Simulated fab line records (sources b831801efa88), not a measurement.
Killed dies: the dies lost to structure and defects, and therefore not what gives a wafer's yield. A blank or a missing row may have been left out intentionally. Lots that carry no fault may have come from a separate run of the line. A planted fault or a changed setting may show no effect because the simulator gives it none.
Struck lot and sound lot, side by side -- flow sky130 -- 23 steps out of a route of 708
Sound: the wafers L997.2, L997.4, L997.6. Struck: wafers L108.2, L108.4, L108.5. The cause is named last.
Each step with rows lists, per side, the tool, then ch with its chambers, then its first start. Under that, the readings that differ: sound wafers -- struck wafers -- difference of the means -- sigmas: that difference in standard deviations of wafers without a fault.
alike: words and numbers the same on both sides, and readings whose means are apart by under 2 such deviations; not compared: readings that were withheld, readings missing a value for some wafer, numbers with overlapping values and no deviation given by the record, and bounds like >300 which may hide the same value.
The two part at a step that has a row with sigmas, a row that says differs or no value, or rows on one side only. When numbers do not overlap yet have no deviation, they are printed without sigmas and do not part them. A reading that every wafer of one side lacks parts them only if that side has two wafers or more.

first, 4 steps without rows for these wafers: SKY_PWDE_SOFTBAKE_03; SKY_PWDE_EXPOSE_04 (exposes mask PWDEM, target cd 840 nm); SKY_PWDE_PEB_05; SKY_PWDE_DEVELOP_06 (develop time 60 s).
SKY_PWDE_OVL_MEAS_07:
  sound on overlay-02 at day 4 08:38; struck on overlay-02 at day 6 23:11
  alike: PWDE_OVL
then, 1 step without rows for these wafers: SKY_PWDE_IMPLANT_08.
SKY_PWDE_STRIP_09: strips in O2/N2.
  sound on plasma-asher-04 ch 0,1, day 4 08:49; struck on plasma-asher-04 ch 1, day 6 23:22
  alike: drypump-motor-current-A, n2-flow-sccm, o2-flow-sccm, oes-product-au, strip-time-to-endpoint-s
  not compared: rf-hours-counter-h
SKY_PWDE_TW_MEAS_10:
  sound on film-metro-04 at day 4 08:56; struck on film-metro-02 at day 6 23:29
  alike: PWDE_TW
then, 4 steps without rows for these wafers: SKY_NWELL_DEHYDRATE_03 (time 60 s); SKY_NWELL_HMDS_04 (prime time 60 s); SKY_NWELL_COAT_05 (resist thk 3000 nm); SKY_NWELL_SOFTBAKE_06.
SKY_NWELL_EXPOSE_07: exposes mask NWM, target cd 840 nm.
  sound on iline-stepper-02 ch 0, day 4 17:29; struck on iline-stepper-02 ch 0, day 7 09:03
reading,sound,struck,difference,sigmas
mask,NWM#0 NWM#0 NWM#0,HVTPM#0 HVTPM#0 HVTPM#0,differs,
then, 2 steps without rows for these wafers: SKY_NWELL_PEB_08; SKY_NWELL_DEVELOP_09 (develop time 60 s).
SKY_NWELL_OVL_MEAS_10:
  sound on overlay-02 at day 5 02:17; struck on overlay-01 at day 7 18:47
reading,sound,struck,difference,sigmas
NWELL_00_OVL (nm),-2.4 -0.2 -1.1,- - -,no value on the struck wafers,
then, 3 steps without rows for these wafers: SKY_NWELL_IMPLANT_11; SKY_NWELL_IMPLANT_12; SKY_NWELL_IMPLANT_13.
SKY_NWELL_STRIP_14: strips in O2/N2.
  sound on plasma-asher-02 ch 0,1, day 5 02:46; struck on plasma-asher-01 ch 0,1, day 7 19:16
  alike: drypump-motor-current-A, n2-flow-sccm, o2-flow-sccm, oes-product-au, strip-time-to-endpoint-s
  not compared: rf-hours-counter-h
SKY_NWELL_TW_MEAS_15:
  sound on film-metro-04 at day 5 02:53; struck on film-metro-04 at day 7 19:23
reading,sound,struck,difference,sigmas
NWELL_TW,1809 1805 1804,30 30 29,-1776,-99
then, 1 step without rows for these wafers: SKY_NWELL_DEHYDRATE_16 (time 60 s).
-- the record jumps here: 41 days lie between the struck wafers' starts before and after (it left off in module NWELL and takes up again in module PAD_OPEN, whose first step shown is number 708 of the route) --
SKY_PAD_OPEN_PROBE_99:
  sound on prober-01 at day 46 11:22; struck on prober-02 at day 49 04:54
reading,sound,struck,difference,sigmas
killed-at-contacts,19 15 24,26 36 32,+12,+2
killed-at-front-end,13 15 19,418 412 411,+398,+87
killed-dies,80 85 97,492 492 492,+405,+43
killed-on-rim,15 16 25,96 96 96,+77,+20
  alike: killed_at_M0_to_M3, killed_at_M4_up, killed-at-other, killed-open, killed-short

WHERE THEY PART
At SKY_NWELL_EXPOSE_07 first; at SKY_PAD_OPEN_PROBE_99 last (within this record only).

WHY: the cause the simulator had injected
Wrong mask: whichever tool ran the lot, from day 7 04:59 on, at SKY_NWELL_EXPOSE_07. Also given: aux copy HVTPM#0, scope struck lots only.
